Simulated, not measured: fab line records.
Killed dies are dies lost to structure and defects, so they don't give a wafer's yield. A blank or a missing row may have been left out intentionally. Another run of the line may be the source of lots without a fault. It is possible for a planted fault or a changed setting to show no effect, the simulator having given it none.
Problem report, 8D (eight disciplines) form, completed by code | flow gf180mcu | the parts of the form that need people (team, actions taken, sign-off) are left out

1. THE PROBLEM
Mean LVPWELL_TW at GF_LVPWELL_TW_MEAS_11: 615.0 over 6 wafers in 2 lots; fault-free wafers: 562.4, standard deviation 2.5. Measured from the usual mean, that is +21 standard deviations.
Seen first at day 7 10:16 on film metro-04, wafer L680.1. The record has a number at this step for 36 wafers belonging to 12 lots. Rule for "out", or "out of limits": more than 4 standard deviations from the usual mean. All remaining wafers that have a number are taken as sound.

2. WHAT IT IS AND WHAT IT IS NOT
question                    | is                     | is not
which readings at this step | LVPWELL_TW             | -
which lots                  | L680, L681             | L666, L668, L669, L670, L672, L673, L674, L684, L685, L686
which wafers of those lots  | all that have a number | -
read on which gauges        | film metro-04          | film metro-01, film metro-03
when                        | from day 7 10:16       | up to then (21 sound wafers); but 9 sound wafers of L684, L685, L686 came after

3. WHAT RULES OUT EACH SUSPECT
Counting: any tool at a process step up to the reading is kept as a suspect provided that every lot that is out went through it and no sound lot did after the first of them.
- the gauge at GF_LVPWELL_TW_MEAS_11 is ruled out. All the wafers that are out were read on film metro-04, but those of them that GF_LVPWELL_IMPLANT_08 has rows for are out there too, on other tools.
- implanter-04 at GF_LVPWELL_IMPLANT_08: kept. It processed each lot that is out, first L680 at day 7 09:52, and no sound lot thereafter; up to then, the last sound lot it processed was L673 at day 5 17:53. On those wafers its own readings are out: dose ions cm2, faraday current uA.
After counting, what remains is implanter-04 at GF_LVPWELL_IMPLANT_08.

4. THE CAUSE (what the simulator had put in)
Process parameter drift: implanter-04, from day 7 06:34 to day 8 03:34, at GF_LVPWELL_IMPLANT_08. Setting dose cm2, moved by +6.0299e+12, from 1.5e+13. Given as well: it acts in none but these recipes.
After counting, this tool was the only one left.

5. THE EFFECT CHAIN, in route order
One row per reading whose mean, taken over the struck wafers that have a number, lies over 3 standard deviations from the usual. Scope: only readings with a usual standard deviation given in the record; hours: median across lots of the time from each lot's start at the first step in this table that gives one to its start at this step; sigmas: change in usual standard deviations.
hours | step                     | reading            | usual       | on struck wafers | change      | sigmas
0     | GF_LVPWELL_IMPLANT_08    | dose ions cm2      | 1.5002e+13  | 2.1041e+13       | +6.0387e+12 | +99 or more
0     | GF_LVPWELL_IMPLANT_08    | faraday current uA | 84.8        | 117.7            | +32.9       | +19
0     | GF_LVPWELL_TW_MEAS_11    | LVPWELL_TW         | 562.4       | 615.0            | +52.6       | +21
105   | GF_VT_IMPLANT_RS_MEAS_48 | LVPWELL_RS         | 1197 ohm/sq | 1009             | -188        | -55
Here are the process steps it includes:
- GF_LVPWELL_IMPLANT_08
Later measuring or inspecting steps at which every struck wafer that the step has a row for has a number for every such reading, and none has moved that far: GF_M1_RS_MEAS_05, GF_V2_THK_MEAS_03.

6. WHAT WOULD HAVE CAUGHT IT SOONER
4 hours passed between the start of the fault at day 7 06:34 and the first reading out of limits at a measuring or inspecting step in this record, taken at day 7 10:16.
Tool's own readings at GF_LVPWELL_IMPLANT_08, dose ions cm2, faraday current uA: out on all struck wafers the step has rows for; an alarm limit on them would have tripped on the first.
Lots out: 2; of these, L681 started GF_LVPWELL_IMPLANT_08 on implanter-04 after day 7 10:16. A tool hold placed at that time would have kept it from harm.
